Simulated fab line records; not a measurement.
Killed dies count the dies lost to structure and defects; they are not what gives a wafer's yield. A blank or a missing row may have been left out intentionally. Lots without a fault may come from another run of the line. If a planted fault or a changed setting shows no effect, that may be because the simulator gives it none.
fab line records ; flow gf180mcu ; part 1 of 2: steps 1 to 24 of 33
[record] lots = 5; wafers = 15; last_day = 33
route steps=602 shown V1@347 M2@362
lots with no fault: from the same line, run without faults
start_h: hours from the record's opening day to when the first of the lot's shown wafers began ; wait_h: hours from the lot's prior step to this one ; " same as the row above ; L1.1+2: a row that stands for several wafers ; - no value present, or no start provided ; * or withheld: withheld ; < > ~ a bound
route shown NAME@n: names a module that has steps shown in the file, with the first one's number in the route ; usual: average and standard deviation across the fault-free wafers ; same: alike in all rows ; chamber/n: place in a boat ; sites: each site's reading ; _std_site: standard deviation of those values ; _edge_site: outer sites' mean less inner sites' ; radius_mm: how far each site lies from the wafer's centre ; mask NAME#n: copy n ; behind: the last tool/chamber to shape the wafer ; hold: what put the lot on hold/how long, in hours/how the hold closed ; device: which transistor (n, p or np) failed to switch ; end of line: tests run on the same wafers once the route is complete ; a step without rows: its recipe alone ; killed: dies lost to structure and defects at the first sort, not the wafer's yield ; map: shows each die of a wafer: x if killed, . if not, _ if none is there
set.NAME: setting as actually run; set.NAME@STEP: the setting as run at that earlier step ; model.NAME: the simulator's own value behind a step, which no gauge read
certain route steps with their lots: each step a table, each wafer a row
services: when a tool's chamber went out of use (start_h, in hours from the record's first day, below 0 if earlier), for how many hours, and the reason
[[steps]]
[step GF_V1_PEB_12]
[recipe] peb_temp_c = 135; peb_time_s = 90; resist = KrF
[usual] resist_line_temp_C = 23.00/0.11
lot.wafer;tool;chamber;start_h;wait_h;resist_line_temp_C
L077.2;litho_track-02;0;-;-;22.91
L077.4;litho_track-02;0;-;-;22.94
L077.5;litho_track-02;0;-;-;23.02
L081.2;litho_track-04;0;-;-;22.96
L081.5;litho_track-04;0;-;-;22.86
L081.6;litho_track-04;0;-;-;23.09
L083.1;litho_track-01;0;-;-;22.95
L083.4;litho_track-01;0;-;-;22.87
L083.5;litho_track-01;0;-;-;22.75
L086.2;litho_track-04;0;-;-;22.85
L086.3;litho_track-04;0;-;-;23.08
L086.5;litho_track-04;0;-;-;23.03
L090.2;litho_track-01;0;-;-;23.07
L090.3;litho_track-01;0;-;-;23.11
L090.6;litho_track-01;0;-;-;23.16
[step GF_V1_DEVELOP_13]
[recipe] develop_time_s = 60; resist = KrF; dev_temp_c = 21
[usual] resist_line_temp_C = 22.99/0.1
lot.wafer;tool;chamber;start_h;wait_h;resist_line_temp_C
L077.2;litho_track-02;0;438.27;0.2;22.99
L077.4;litho_track-02;0;438.27;0.2;23.13
L077.5;litho_track-02;0;438.27;0.2;23.11
L081.2;litho_track-04;0;473.64;0.2;22.84
L081.5;litho_track-04;0;473.64;0.2;22.98
L081.6;litho_track-04;0;473.64;0.2;23.07
L083.1;litho_track-01;0;491.40;0.2;22.91
L083.4;litho_track-01;0;491.40;0.2;22.97
L083.5;litho_track-01;0;491.40;0.2;22.87
L086.2;litho_track-04;0;523.19;0.2;22.70
L086.3;litho_track-04;0;523.19;0.2;22.84
L086.5;litho_track-04;0;523.19;0.2;22.91
L090.2;litho_track-01;0;556.67;0.2;22.99
L090.3;litho_track-01;0;556.67;0.2;22.87
L090.6;litho_track-01;0;556.67;0.2;23.03
[step GF_V1_CD_MEAS_14]
[recipe] target_cd_nm = 260
[usual] cd_nm = 260.0/1.1
lot.wafer;tool;chamber;start_h;wait_h;cd_nm
L077.2;cd_sem-01;-;438.42;0.1;261.1
L077.4;cd_sem-01;-;438.42;0.1;261.2
L077.5;cd_sem-01;-;438.42;0.1;261.2
L081.2;cd_sem-01;-;473.78;0.1;261.2
L081.5;cd_sem-01;-;473.78;0.1;260.8
L081.6;cd_sem-01;-;473.78;0.1;260.0
L083.1;cd_sem-01;-;491.55;0.1;258.6
L083.4;cd_sem-01;-;491.55;0.1;258.4
L083.5;cd_sem-01;-;491.55;0.1;258.2
L086.2;cd_sem-02;-;523.33;0.1;260.9
L086.3;cd_sem-02;-;523.33;0.1;262.6
L086.5;cd_sem-02;-;523.33;0.1;261.9
L090.2;cd_sem-01;-;556.82;0.1;258.9
L090.3;cd_sem-01;-;556.82;0.1;258.7
L090.6;cd_sem-01;-;556.82;0.1;259.1
[step GF_V1_OVL_MEAS_15]
[usual] V1_OVL = 3/5.2
lot.wafer;tool;chamber;start_h;wait_h;V1_OVL[nm]
L077.2;overlay-02;-;438.52;0.1;5
L077.4;overlay-02;-;438.52;0.1;11
L077.5;overlay-02;-;438.52;0.1;2
L081.2;overlay-01;-;473.89;0.1;-6
L081.5;overlay-01;-;473.89;0.1;-1
L081.6;overlay-01;-;473.89;0.1;-7
L083.1;overlay-02;-;491.67;0.1;-3
L083.4;overlay-02;-;491.67;0.1;-4
L083.5;overlay-02;-;491.67;0.1;-3
L086.2;overlay-02;-;523.44;0.1;12
L086.3;overlay-02;-;523.44;0.1;11
L086.5;overlay-02;-;523.44;0.1;-1
L090.2;overlay-01;-;556.92;0.1;0
L090.3;overlay-01;-;556.92;0.1;3
L090.6;overlay-01;-;556.92;0.1;5
[step GF_V1_ETCH_16]
[recipe] chemistry = N2/H2; target_depth_a = withheld; overetch_a = withheld; time_s = withheld; target = BARC; ion_energy_ev = 200; source_w = 500; bias_w = 100; pressure_mtorr = 30; n2_flow_sccm = 100; h2_flow_sccm = 200
[usual] drypump_motor_current_A = 5.9/0.45; oes_product_au = 0.855/0.0045; throttle_valve_pct = 13.225/0.0086
lot.wafer;tool;chamber;start_h;wait_h;drypump_motor_current_A;oes_product_au;throttle_valve_pct
L077.2;rie_diel-03;0;438.55;0.0;5.4;0.849;13.240
L077.4;rie_diel-03;2;438.55;0.0;5.4;0.847;13.222
L077.5;rie_diel-03;3;438.55;0.0;6.1;0.855;13.222
L081.2;rie_diel-04;1;473.92;0.0;5.2;0.853;13.231
L081.5;rie_diel-04;3;473.92;0.0;5.8;0.858;13.227
L081.6;rie_diel-04;0;473.92;0.0;6.4;0.863;13.221
L083.1;rie_diel-03;1;491.70;0.0;5.8;0.856;13.241
L083.4;rie_diel-03;3;491.70;0.0;6.2;0.853;13.213
L083.5;rie_diel-03;0;491.70;0.0;5.3;0.853;13.222
L086.2;rie_diel-02;3;523.47;0.0;6.5;0.856;13.221
L086.3;rie_diel-02;2;523.47;0.0;6.1;0.856;13.234
L086.5;rie_diel-02;3;523.47;0.0;6.5;0.852;13.237
L090.2;rie_diel-04;2;556.95;0.0;6.1;0.858;13.229
L090.3;rie_diel-04;3;556.95;0.0;5.8;0.852;13.222
L090.6;rie_diel-04;3;556.95;0.0;5.8;0.856;13.225
[step GF_V1_ETCH_17]
[recipe] chemistry = C4F8/O2/Ar; mask_material = KrF; target = SiO2; stop_on = TiN; source_w = 1500; bias_w = 1200; pressure_mtorr = 40; c4f8_flow_sccm = withheld; O2_flow_sccm = 6; Ar_flow_sccm = 300; time_s = withheld; target_depth_a = 6300
[usual] oes_product_au = 0.856/0.0048
lot.wafer;tool;chamber;start_h;wait_h;oes_product_au
L077.2;rie_diel-03;0;-;-;0.852
L077.4;rie_diel-03;2;-;-;0.858
L077.5;rie_diel-03;3;-;-;0.853
L081.2;rie_diel-04;1;-;-;0.856
L081.5;rie_diel-04;3;-;-;0.857
L081.6;rie_diel-04;0;-;-;0.858
L083.1;rie_diel-03;1;-;-;0.857
L083.4;rie_diel-03;3;-;-;0.860
L083.5;rie_diel-03;0;-;-;0.855
L086.2;rie_diel-02;3;-;-;0.861
L086.3;rie_diel-02;2;-;-;0.854
L086.5;rie_diel-02;3;-;-;0.858
L090.2;rie_diel-04;2;-;-;0.861
L090.3;rie_diel-04;3;-;-;0.862
L090.6;rie_diel-04;3;-;-;0.848
[step GF_V1_STRIP_18]
[recipe] chemistry = O2/N2; power_w = 1400; pressure_mtorr = 1500; platen_temp_c = 250; o2_flow_sccm = 3000; n2_flow_sccm = 300; overash_fraction = 0.5
[usual] drypump_motor_current_A = 5.8/0.43; heater_power_w = 307/24; oes_product_au = 0.591/0.0051
[same] overash_fraction = 0.5
lot.wafer;tool;chamber;start_h;wait_h;drypump_motor_current_A;heater_power_w;oes_product_au;rf_hours_counter_h
L077.2;plasma_asher-01;0;438.68;-;5.7;344;0.587;1
L077.4;plasma_asher-01;1;438.68;-;5.2;343;0.592;-
L077.5;plasma_asher-01;1;438.68;-;5.2;337;0.585;-
L081.2;plasma_asher-02;1;474.05;-;5.7;284;0.596;36
L081.5;plasma_asher-02;1;474.05;-;5.7;287;0.598;-
L081.6;plasma_asher-02;0;474.05;-;5.9;295;0.599;-
L083.1;plasma_asher-02;1;491.83;-;5.6;281;0.589;38
L083.4;plasma_asher-02;0;491.83;-;5.9;299;0.596;-
L083.5;plasma_asher-02;0;491.83;-;5.9;293;0.588;-
L086.2;plasma_asher-04;1;523.60;-;5.4;300;0.599;91
L086.3;plasma_asher-04;1;523.60;-;5.5;299;0.593;-
L086.5;plasma_asher-04;1;523.60;-;5.4;291;0.591;-
L090.2;plasma_asher-02;0;557.08;-;5.9;294;0.585;45
L090.3;plasma_asher-02;1;557.08;-;5.7;284;0.590;-
L090.6;plasma_asher-02;1;557.08;-;5.7;284;0.585;-
[step GF_V1_STRIP_19]
[recipe] chemistry = post_etch_residue_remover; time_s = 1200; temp_c = 72.5
[usual] bath_guard_temp_C = 72.5/0.37
[same] time_s = 1200
lot.wafer;tool;chamber;start_h;wait_h;bath_guard_temp_C
L077.2;wet_bench-03;1;438.78;0.1;72.6
L077.4;wet_bench-03;1;438.78;0.1;72.6
L077.5;wet_bench-03;1;438.78;0.1;72.5
L081.2;wet_bench-03;0;474.15;0.1;72.5
L081.5;wet_bench-03;0;474.15;0.1;72.4
L081.6;wet_bench-03;0;474.15;0.1;72.4
L083.1;wet_bench-04;3;491.93;0.1;72.2
L083.4;wet_bench-04;3;491.93;0.1;72.3
L083.5;wet_bench-04;3;491.93;0.1;71.9
L086.2;wet_bench-01;3;523.70;0.1;73.1
L086.3;wet_bench-01;3;523.70;0.1;73.4
L086.5;wet_bench-01;3;523.70;0.1;73.7
L090.2;wet_bench-04;2;557.18;0.1;73.2
L090.3;wet_bench-04;2;557.18;0.1;72.8
L090.6;wet_bench-04;2;557.18;0.1;72.9
[step GF_V1_CLEAN_20]
[recipe] chemistry = DIW; dry = n2_spin
lot.wafer;tool;chamber;start_h;wait_h
L077.2+4+5;wet_bench-01;2;439.12;0.0
L081.2+5+6;wet_bench-04;1;474.52;0.0
L083.1+4+5;wet_bench-03;0;492.27;0.0
L086.2+3+5;wet_bench-03;3;524.04;0.0
L090.2+3+6;wet_bench-01;0;557.52;0.0
[step GF_V1_SPUTTER_21]
[recipe] material = Ti; target_thk_nm = 15; chamber_pressure_pa = 5; power_w = 2500; substrate_temp_c = 200; time_s = 80.02
[usual] throttle_valve_pct = 30.5/0.78
[same] time_s = 80.02
lot.wafer;tool;chamber;start_h;wait_h;throttle_valve_pct
L077.2;pvd_sputter-02;-;439.22;0.0;31.5
L077.4;pvd_sputter-02;-;439.22;0.0;29.0
L077.5;pvd_sputter-02;-;439.22;0.0;30.0
L081.2;pvd_sputter-02;-;474.61;0.0;29.1
L081.5;pvd_sputter-02;-;474.61;0.0;29.1
L081.6;pvd_sputter-02;-;474.61;0.0;31.5
L083.1;pvd_sputter-02;-;492.37;0.0;29.1
L083.4;pvd_sputter-02;-;492.37;0.0;29.8
L083.5;pvd_sputter-02;-;492.37;0.0;29.0
L086.2;pvd_sputter-01;-;524.14;0.0;31.9
L086.3;pvd_sputter-01;-;524.14;0.0;30.8
L086.5;pvd_sputter-01;-;524.14;0.0;31.2
L090.2;pvd_sputter-03;-;557.61;0.0;30.8
L090.3;pvd_sputter-03;-;557.61;0.0;30.5
L090.6;pvd_sputter-03;-;557.61;0.0;30.1
[step GF_V1_SPUTTER_22]
[recipe] material = TiN; target_thk_nm = 10; chamber_pressure_pa = 5; power_w = 4000; time_s = 40
[usual] throttle_valve_pct = 30.5/0.78
[same] time_s = 40
lot.wafer;tool;chamber;start_h;wait_h;throttle_valve_pct
L077.2;pvd_sputter-02;-;439.28;0.0;31.5
L077.4;pvd_sputter-02;-;439.28;0.0;29.3
L077.5;pvd_sputter-02;-;439.28;0.0;29.9
L081.2;pvd_sputter-02;-;474.67;0.0;29.0
L081.5;pvd_sputter-02;-;474.67;0.0;29.1
L081.6;pvd_sputter-02;-;474.67;0.0;31.5
L083.1;pvd_sputter-02;-;492.43;0.0;29.0
L083.4;pvd_sputter-02;-;492.43;0.0;30.1
L083.5;pvd_sputter-02;-;492.43;0.0;29.4
L086.2;pvd_sputter-01;-;524.20;0.0;31.5
L086.3;pvd_sputter-01;-;524.20;0.0;31.0
L086.5;pvd_sputter-01;-;524.20;0.0;31.6
L090.2;pvd_sputter-03;-;557.68;0.0;30.8
L090.3;pvd_sputter-03;-;557.68;0.0;30.4
L090.6;pvd_sputter-03;-;557.68;0.0;30.3
[step GF_V1_CVD_23]
[recipe] material = W; target_thk_nm = 350; time_s = 105.05; temp_c = 400; pressure_torr = 40
[usual] heater_power_outer_w = 487/43; heater_power_w = 775/78; susceptor_temp_C = 400.03/0.21
[same] time_s = 105.05
lot.wafer;tool;chamber;start_h;wait_h;heater_power_outer_w;heater_power_w;susceptor_temp_C
L077.2;cvd_w-02;0;439.32;0.0;550;877;399.89
L077.4;cvd_w-02;0;439.32;0.0;556;902;400.30
L077.5;cvd_w-02;0;439.32;0.0;534;880;399.76
L081.2;cvd_w-01;1;474.71;0.0;482;771;400.10
L081.5;cvd_w-01;1;474.71;0.0;477;782;399.90
L081.6;cvd_w-01;0;474.71;0.0;422;715;399.98
L083.1;cvd_w-01;0;492.47;0.0;425;704;400.13
L083.4;cvd_w-01;0;492.47;0.0;418;723;400.24
L083.5;cvd_w-01;1;492.47;0.0;490;763;399.81
L086.2;cvd_w-02;0;524.24;0.0;548;913;399.89
L086.3;cvd_w-02;0;524.24;0.0;570;899;399.99
L086.5;cvd_w-02;0;524.24;0.0;551;918;399.84
L090.2;cvd_w-02;0;557.71;0.0;554;910;399.85
L090.3;cvd_w-02;1;557.71;0.0;494;719;400.14
L090.6;cvd_w-02;0;557.71;0.0;546;908;399.69
[step GF_V1_RS_MEAS_24]
[recipe] thk_meas_gauge = four-point-probe; reads = W_of_V1_CVD_23+TiN_of_V1_SPUTTER_22+Ti_of_V1_SPUTTER_21
[usual] V1_W_RS = 0.326/0.0059
lot.wafer;tool;chamber;start_h;wait_h;V1_W_RS[ohm/sq]
L077.2;film_metro-02;-;439.46;0.1;0.316
L077.4;film_metro-02;-;439.46;0.1;0.315
L077.5;film_metro-02;-;439.46;0.1;0.313
L081.2;film_metro-02;-;474.85;0.1;0.326
L081.5;film_metro-02;-;474.85;0.1;0.324
L081.6;film_metro-02;-;474.85;0.1;0.322
L083.1;film_metro-03;-;492.58;0.1;0.323
L083.4;film_metro-03;-;492.58;0.1;0.325
L083.5;film_metro-03;-;492.58;0.1;0.326
L086.2;film_metro-03;-;524.37;0.1;0.319
L086.3;film_metro-03;-;524.37;0.1;0.321
L086.5;film_metro-03;-;524.37;0.1;0.320
L090.2;film_metro-03;-;557.85;0.1;0.321
L090.3;film_metro-03;-;557.85;0.1;0.331
L090.6;film_metro-03;-;557.85;0.1;0.321
[step GF_V1_THK_MEAS_25]
[recipe] thk_meas_gauge = xrf; reads = W_of_V1_CVD_23
[usual] V1_W_THK = 364/7
lot.wafer;tool;chamber;start_h;wait_h;V1_W_THK[nm]
L077.2;film_metro-02;-;439.57;0.1;378
L077.4;film_metro-02;-;439.57;0.1;378
L077.5;film_metro-02;-;439.57;0.1;379
L081.2;film_metro-02;-;474.96;0.1;362
L081.5;film_metro-02;-;474.96;0.1;365
L081.6;film_metro-02;-;474.96;0.1;368
L083.1;film_metro-03;-;492.70;0.1;363
L083.4;film_metro-03;-;492.70;0.1;362
L083.5;film_metro-03;-;492.70;0.1;362
L086.2;film_metro-03;-;524.48;0.1;370
L086.3;film_metro-03;-;524.48;0.1;367
L086.5;film_metro-03;-;524.48;0.1;370
L090.2;film_metro-03;-;557.96;0.1;373
L090.3;film_metro-03;-;557.96;0.1;360
L090.6;film_metro-03;-;557.96;0.1;371
[step GF_V1_CMP_26]
[recipe] stop_on = SiO2; down_force_psi = 3.5; platen_rpm = 60; t_overpolish_s = 16.28; target_thk_nm = 0; pad_velocity_m_s = 0.94248
[usual] edge_zone_pressure_frac = 1.000/0.0047; motor_current_A = 10.9/0.8; overpolish_run_s = 16.280/0.0089; retaining_ring_pressure_frac = 1.000/0.005; time_to_endpoint_s = 85/3.3
[same] t_overpolish_s = 16.28
lot.wafer;tool;chamber;start_h;wait_h;edge_zone_pressure_frac;motor_current_A;overpolish_run_s;retaining_ring_pressure_frac;time_to_endpoint_s
L077.2;cmp-02;2;439.62;0.0;1.005;11.3;16.290;1.002;87
L077.4;cmp-02;0;439.62;0.0;1.009;11.6;16.289;1.004;87
L077.5;cmp-02;3;439.62;0.0;0.996;9.5;16.265;1.000;87
L081.2;cmp-01;3;475.11;0.1;0.999;10.3;16.283;1.004;86
L081.5;cmp-01;1;475.11;0.1;0.999;10.7;16.275;0.997;91
L081.6;cmp-01;2;475.11;0.1;0.998;11.8;16.287;1.007;87
L083.1;cmp-01;0;492.76;0.1;0.999;10.1;16.291;0.993;86
L083.4;cmp-01;1;492.76;0.1;0.999;10.1;16.286;1.006;91
L083.5;cmp-01;1;492.76;0.1;1.001;10.4;16.274;1.000;88
L086.3;cmp-02;0;524.58;0.1;1.000;11.8;16.288;1.000;86
L086.2;cmp-02;1;524.58;0.1;0.989;12.3;16.279;0.995;88
L086.5;cmp-02;3;524.58;0.1;0.998;9.7;16.252;0.990;84
L090.3;cmp-01;0;558.06;0.1;1.001;10.2;16.283;1.003;79
L090.2;cmp-01;2;558.06;0.1;0.986;10.8;16.284;1.010;84
L090.6;cmp-01;0;558.06;0.1;0.995;10.5;16.263;1.007;88
[step GF_M2_SPUTTER_00]
[recipe] material = Ti; target_thk_nm = 37.5; arriving_ion_energy_ev = 80; substrate_temp_c = 200; chamber_pressure_pa = 2; power_w = 4000; time_s = 150
[usual] throttle_valve_pct = 30.3/1
[same] time_s = 150
lot.wafer;tool;chamber;start_h;wait_h;throttle_valve_pct
L077.2;pvd_sputter-01;-;439.92;0.2;31.0
L077.4;pvd_sputter-01;-;439.92;0.2;29.5
L077.5;pvd_sputter-01;-;439.92;0.2;31.6
L081.2;pvd_sputter-01;-;475.31;0.1;29.5
L081.5;pvd_sputter-01;-;475.31;0.1;31.3
L081.6;pvd_sputter-01;-;475.31;0.1;29.6
L083.1;pvd_sputter-04;-;493.06;0.2;28.9
L083.4;pvd_sputter-04;-;493.06;0.2;29.8
L083.5;pvd_sputter-04;-;493.06;0.2;28.9
L086.2;pvd_sputter-02;-;524.83;0.1;31.4
L086.3;pvd_sputter-02;-;524.83;0.1;29.0
L086.5;pvd_sputter-02;-;524.83;0.1;31.6
L090.2;pvd_sputter-04;-;558.31;0.1;29.4
L090.3;pvd_sputter-04;-;558.31;0.1;30.2
L090.6;pvd_sputter-04;-;558.31;0.1;28.9
[step GF_M2_SPUTTER_01]
[recipe] material = TiN; target_thk_nm = 30; power_w = 6500; time_s = 25; chamber_pressure_pa = 0.4
[usual] throttle_valve_pct = 30.2/0.99
[same] time_s = 25
lot.wafer;tool;chamber;start_h;wait_h;throttle_valve_pct
L077.2;pvd_sputter-01;-;440.02;0.1;30.9
L077.4;pvd_sputter-01;-;440.02;0.1;29.4
L077.5;pvd_sputter-01;-;440.02;0.1;31.6
L081.2;pvd_sputter-01;-;475.41;0.1;29.6
L081.5;pvd_sputter-01;-;475.41;0.1;31.1
L081.6;pvd_sputter-01;-;475.41;0.1;29.3
L083.1;pvd_sputter-04;-;493.16;0.1;28.8
L083.4;pvd_sputter-04;-;493.16;0.1;29.7
L083.5;pvd_sputter-04;-;493.16;0.1;28.8
L086.2;pvd_sputter-02;-;524.93;0.1;31.7
L086.3;pvd_sputter-02;-;524.93;0.1;29.3
L086.5;pvd_sputter-02;-;524.93;0.1;31.5
L090.2;pvd_sputter-04;-;558.41;0.1;29.6
L090.3;pvd_sputter-04;-;558.41;0.1;30.4
L090.6;pvd_sputter-04;-;558.41;0.1;28.8
[step GF_M2_SPUTTER_02]
[recipe] material = AlCu; target_thk_nm = 450; power_w = 10600; time_s = 23.9; chamber_pressure_pa = 0.4
[usual] throttle_valve_pct = 30.3/0.99
[same] time_s = 23.9
lot.wafer;tool;chamber;start_h;wait_h;throttle_valve_pct
L077.2;pvd_sputter-01;-;440.05;0.0;30.9
L077.4;pvd_sputter-01;-;440.05;0.0;29.7
L077.5;pvd_sputter-01;-;440.05;0.0;31.6
L081.2;pvd_sputter-01;-;475.44;0.0;29.7
L081.5;pvd_sputter-01;-;475.44;0.0;30.9
L081.6;pvd_sputter-01;-;475.44;0.0;29.5
L083.1;pvd_sputter-04;-;493.19;0.0;28.7
L083.4;pvd_sputter-04;-;493.19;0.0;29.5
L083.5;pvd_sputter-04;-;493.19;0.0;28.9
L086.2;pvd_sputter-02;-;524.96;0.0;31.3
L086.3;pvd_sputter-02;-;524.96;0.0;29.2
L086.5;pvd_sputter-02;-;524.96;0.0;31.7
L090.2;pvd_sputter-04;-;558.44;0.0;29.4
L090.3;pvd_sputter-04;-;558.44;0.0;30.5
L090.6;pvd_sputter-04;-;558.44;0.0;28.6
[step GF_M2_SPUTTER_03]
[recipe] material = Ti; target_thk_nm = 10; substrate_temp_c = 300; chamber_pressure_pa = 0.3; power_w = 3000; time_s = 6.7
[usual] throttle_valve_pct = 30.3/1
[same] time_s = 6.7
lot.wafer;tool;chamber;start_h;wait_h;throttle_valve_pct
L077.2;pvd_sputter-01;-;440.08;0.0;30.9
L077.4;pvd_sputter-01;-;440.08;0.0;29.9
L077.5;pvd_sputter-01;-;440.08;0.0;31.6
L081.2;pvd_sputter-01;-;475.47;0.0;29.5
L081.5;pvd_sputter-01;-;475.47;0.0;30.9
L081.6;pvd_sputter-01;-;475.47;0.0;29.7
L083.1;pvd_sputter-04;-;493.22;0.0;29.0
L083.4;pvd_sputter-04;-;493.22;0.0;29.8
L083.5;pvd_sputter-04;-;493.22;0.0;29.0
L086.2;pvd_sputter-02;-;524.99;0.0;31.8
L086.3;pvd_sputter-02;-;524.99;0.0;29.1
L086.5;pvd_sputter-02;-;524.99;0.0;31.7
L090.2;pvd_sputter-04;-;558.47;0.0;29.8
L090.3;pvd_sputter-04;-;558.47;0.0;30.3
L090.6;pvd_sputter-04;-;558.47;0.0;28.9
[step GF_M2_SPUTTER_04]
[recipe] material = TiN; target_thk_nm = 50; power_w = 6500; time_s = 41.7; chamber_pressure_pa = 0.4
[usual] throttle_valve_pct = 30.2/0.95
[same] time_s = 41.7
lot.wafer;tool;chamber;start_h;wait_h;throttle_valve_pct
L077.2;pvd_sputter-01;-;440.10;0.0;30.7
L077.4;pvd_sputter-01;-;440.10;0.0;29.5
L077.5;pvd_sputter-01;-;440.10;0.0;31.6
L081.2;pvd_sputter-01;-;475.49;0.0;29.7
L081.5;pvd_sputter-01;-;475.49;0.0;31.0
L081.6;pvd_sputter-01;-;475.49;0.0;29.7
L083.1;pvd_sputter-04;-;493.24;0.0;28.8
L083.4;pvd_sputter-04;-;493.24;0.0;29.8
L083.5;pvd_sputter-04;-;493.24;0.0;28.9
L086.2;pvd_sputter-02;-;525.01;0.0;31.7
L086.3;pvd_sputter-02;-;525.01;0.0;28.7
L086.5;pvd_sputter-02;-;525.01;0.0;31.4
L090.2;pvd_sputter-04;-;558.49;0.0;29.2
L090.3;pvd_sputter-04;-;558.49;0.0;30.4
L090.6;pvd_sputter-04;-;558.49;0.0;28.9
[step GF_M2_RS_MEAS_05]
[recipe] thk_meas_gauge = four-point-probe; reads = TiN_of_M2_SPUTTER_04+Ti_of_M2_SPUTTER_03+AlCu_of_M2_SPUTTER_02+TiN_of_M2_SPUTTER_01+Ti_of_M2_SPUTTER_00
[usual] M2_ALCU_RS = 0.0700/0.00081
lot.wafer;tool;chamber;start_h;wait_h;M2_ALCU_RS[ohm/sq]
L077.2;film_metro-02;-;440.16;0.0;0.0699
L077.4;film_metro-02;-;440.16;0.0;0.0702
L077.5;film_metro-02;-;440.16;0.0;0.0700
L081.2;film_metro-03;-;475.55;0.0;0.0691
L081.5;film_metro-03;-;475.55;0.0;0.0690
L081.6;film_metro-03;-;475.55;0.0;0.0690
L083.1;film_metro-04;-;493.28;0.0;0.0719
L083.4;film_metro-04;-;493.28;0.0;0.0717
L083.5;film_metro-04;-;493.28;0.0;0.0719
L086.2;film_metro-02;-;525.07;0.0;0.0693
L086.3;film_metro-02;-;525.07;0.0;0.0689
L086.5;film_metro-02;-;525.07;0.0;0.0687
L090.2;film_metro-02;-;558.55;0.0;0.0707
L090.3;film_metro-02;-;558.55;0.0;0.0706
L090.6;film_metro-02;-;558.55;0.0;0.0715
[step GF_M2_THK_MEAS_06]
[recipe] thk_meas_gauge = xrf; reads = AlCu_of_M2_SPUTTER_02
[usual] M2_ALCU_THK = 446/5.9
lot.wafer;tool;chamber;start_h;wait_h;M2_ALCU_THK[nm]
L077.2;film_metro-02;-;440.27;0.1;444
L077.4;film_metro-02;-;440.27;0.1;442
L077.5;film_metro-02;-;440.27;0.1;444
L081.2;film_metro-03;-;475.66;0.1;455
L081.5;film_metro-03;-;475.66;0.1;456
L081.6;film_metro-03;-;475.66;0.1;457
L083.1;film_metro-04;-;493.40;0.1;433
L083.4;film_metro-04;-;493.40;0.1;434
L083.5;film_metro-04;-;493.40;0.1;434
L086.2;film_metro-02;-;525.18;0.1;451
L086.3;film_metro-02;-;525.18;0.1;453
L086.5;film_metro-02;-;525.18;0.1;453
L090.2;film_metro-02;-;558.66;0.1;440
L090.3;film_metro-02;-;558.66;0.1;442
L090.6;film_metro-02;-;558.66;0.1;435
[step GF_M2_DEHYDRATE_07]
[recipe] temp_c = 200; time_s = 60
[usual] resist_line_temp_C = 23.00/0.096
[same] time_s = 60
lot.wafer;tool;chamber;start_h;wait_h;resist_line_temp_C
L077.2;litho_track-04;0;451.89;11.6;22.94
L077.4;litho_track-04;0;451.89;11.6;22.91
L077.5;litho_track-04;0;451.89;11.6;22.81
L081.2;litho_track-01;0;486.67;11.0;23.14
L081.5;litho_track-01;0;486.67;11.0;22.93
L081.6;litho_track-01;0;486.67;11.0;22.80
L083.1;litho_track-01;0;504.60;11.2;22.99
L083.4;litho_track-01;0;504.60;11.2;23.03
L083.5;litho_track-01;0;504.60;11.2;23.00
L086.2;litho_track-03;0;536.09;10.9;22.91
L086.3;litho_track-03;0;536.09;10.9;22.98
L086.5;litho_track-03;0;536.09;10.9;22.90
L090.2;litho_track-04;0;569.64;11.0;22.84
L090.3;litho_track-04;0;569.64;11.0;22.78
L090.6;litho_track-04;0;569.64;11.0;22.87
[step GF_M2_HMDS_08]
[recipe] prime_time_s = 60; prime_temp_c = 120
[usual] resist_line_temp_C = 22.99/0.099
lot.wafer;tool;chamber;start_h;wait_h;resist_line_temp_C
L077.2;litho_track-04;0;452.04;0.1;22.97
L077.4;litho_track-04;0;452.04;0.1;22.83
L077.5;litho_track-04;0;452.04;0.1;23.07
L081.2;litho_track-01;0;486.82;0.1;22.96
L081.5;litho_track-01;0;486.82;0.1;22.94
L081.6;litho_track-01;0;486.82;0.1;23.12
L083.1;litho_track-01;0;504.75;0.1;22.97
L083.4;litho_track-01;0;504.75;0.1;22.98
L083.5;litho_track-01;0;504.75;0.1;22.94
L086.2;litho_track-03;0;536.24;0.1;23.03
L086.3;litho_track-03;0;536.24;0.1;23.05
L086.5;litho_track-03;0;536.24;0.1;22.86
L090.2;litho_track-04;0;569.79;0.1;23.04
L090.3;litho_track-04;0;569.79;0.1;23.10
L090.6;litho_track-04;0;569.79;0.1;23.23
